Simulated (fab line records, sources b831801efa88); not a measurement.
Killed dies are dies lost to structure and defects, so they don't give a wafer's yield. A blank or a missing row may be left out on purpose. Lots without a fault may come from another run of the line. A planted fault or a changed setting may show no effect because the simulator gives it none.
Tool commonality check | flow sky130 | 14 lots, 42 wafers sampled

WHY IT WAS OPENED
At SKY_SONOS_ONO_THK_MEAS_01 the reading SONOS_ONO_OXIDATION_THK is flagged on 3 of 14 lots. Wafers without a fault read 2.60 nm, standard deviation 0.063.
Rule: a lot is flagged when every wafer of it that has a number lies more than 4 standard deviations from that mean, or none has a number. The other lots count as sound.

lot  | measured     | on            | SONOS_ONO_OXIDATION_THK (nm), wafer by wafer | flag
L957 | day 11 12:08 | film_metro-01 | 2.61 2.65 2.65                               |
L958 | day 12 01:17 | film_metro-01 | 2.51 2.60 2.59                               |
L961 | day 13 10:41 | film_metro-01 | 2.59 2.65 2.65                               |
L962 | day 13 12:06 | film_metro-02 | 2.53 2.61 2.61                               |
L963 | day 13 17:41 | film_metro-01 | 2.60 2.57 2.60                               |
L965 | day 14 18:59 | film_metro-03 | 2.61 2.61 2.56                               |
L966 | day 15 01:20 | film_metro-02 | 4.28 4.23 4.35                               | FLAGGED
L967 | day 15 10:13 | film_metro-02 | 2.63 2.65 2.70                               |
L968 | day 15 12:34 | film_metro-03 | 2.55 2.65 2.56                               |
L969 | day 16 04:37 | film_metro-01 | 4.11 4.26 4.19                               | FLAGGED
L973 | day 17 13:23 | film_metro-03 | 2.53 2.54 2.54                               |
L976 | day 18 14:53 | film_metro-03 | 4.27 4.32 4.43                               | FLAGGED
L979 | day 19 11:19 | film_metro-01 | 2.56 2.60 2.60                               |
L980 | day 19 20:30 | film_metro-01 | 2.65 2.68 2.59                               |
The numbers of the flagged lots are 4.27 nm on average: +1.67 nm against the usual, or +27 standard deviations.

WHICH TOOL RAN EACH LOT
The record holds 1 process step before the reading, out of a route of 708 steps. In each cell: the tool, then ch and the chambers that the sampled wafers went through, then the start.
lot  | flag    | SKY_SONOS_ONO_OXIDATION_00
L957 |         | furnace-01 ch 0, day 11 10:47
L958 |         | furnace-01 ch 0, day 11 23:56
L961 |         | furnace-02 ch 0, day 13 09:20
L962 |         | furnace-02 ch 0, day 13 10:45
L963 |         | furnace-02 ch 0, day 13 16:20
L965 |         | furnace-02 ch 0, day 14 17:38
L966 | FLAGGED | furnace-02 ch 0, day 14 22:28
L967 |         | furnace-01 ch 0, day 15 08:50
L968 |         | furnace-02 ch 0, day 15 11:13
L969 | FLAGGED | furnace-02 ch 0, day 16 00:24
L973 |         | furnace-01 ch 0, day 17 12:01
L976 | FLAGGED | furnace-02 ch 0, day 18 11:00
L979 |         | furnace-01 ch 0, day 19 09:59
L980 |         | furnace-01 ch 0, day 19 19:08
What these steps do:
- SKY_SONOS_ONO_OXIDATION_00: stabilise 600 s, purge 300 s, target thk 2.6 nm.
- SKY_SONOS_ONO_THK_MEAS_01

FLAGGED OVER TOTAL, TOOL BY TOOL (the gauges that took the reading come last)
step                       | tool          | lots run | flagged | share of the flagged lots | sound lots run after its first flagged lot
SKY_SONOS_ONO_OXIDATION_00 | furnace-01    | 6        | 0       | none                      | -
SKY_SONOS_ONO_OXIDATION_00 | furnace-02    | 8        | 3       | all                       | 1 (L968)
SKY_SONOS_ONO_THK_MEAS_01  | film_metro-01 | 7        | 1       | some                      | 2 (L979,L980)
SKY_SONOS_ONO_THK_MEAS_01  | film_metro-02 | 3        | 1       | some                      | 1 (L967)
SKY_SONOS_ONO_THK_MEAS_01  | film_metro-03 | 4        | 1       | some                      | 0

WHAT THE TABLE ALLOWS
1 row of the table ran every flagged lot: furnace-02 at SKY_SONOS_ONO_OXIDATION_00.
- furnace-02 at SKY_SONOS_ONO_OXIDATION_00: 3 of its 8 lots flagged. Sound lots ran on it after the first flagged one (L968), which a lasting fault on the whole tool wouldn't allow.
No row of the table ran every flagged lot and no sound lot after the first.

WHAT THE SIMULATOR HAD PUT IN
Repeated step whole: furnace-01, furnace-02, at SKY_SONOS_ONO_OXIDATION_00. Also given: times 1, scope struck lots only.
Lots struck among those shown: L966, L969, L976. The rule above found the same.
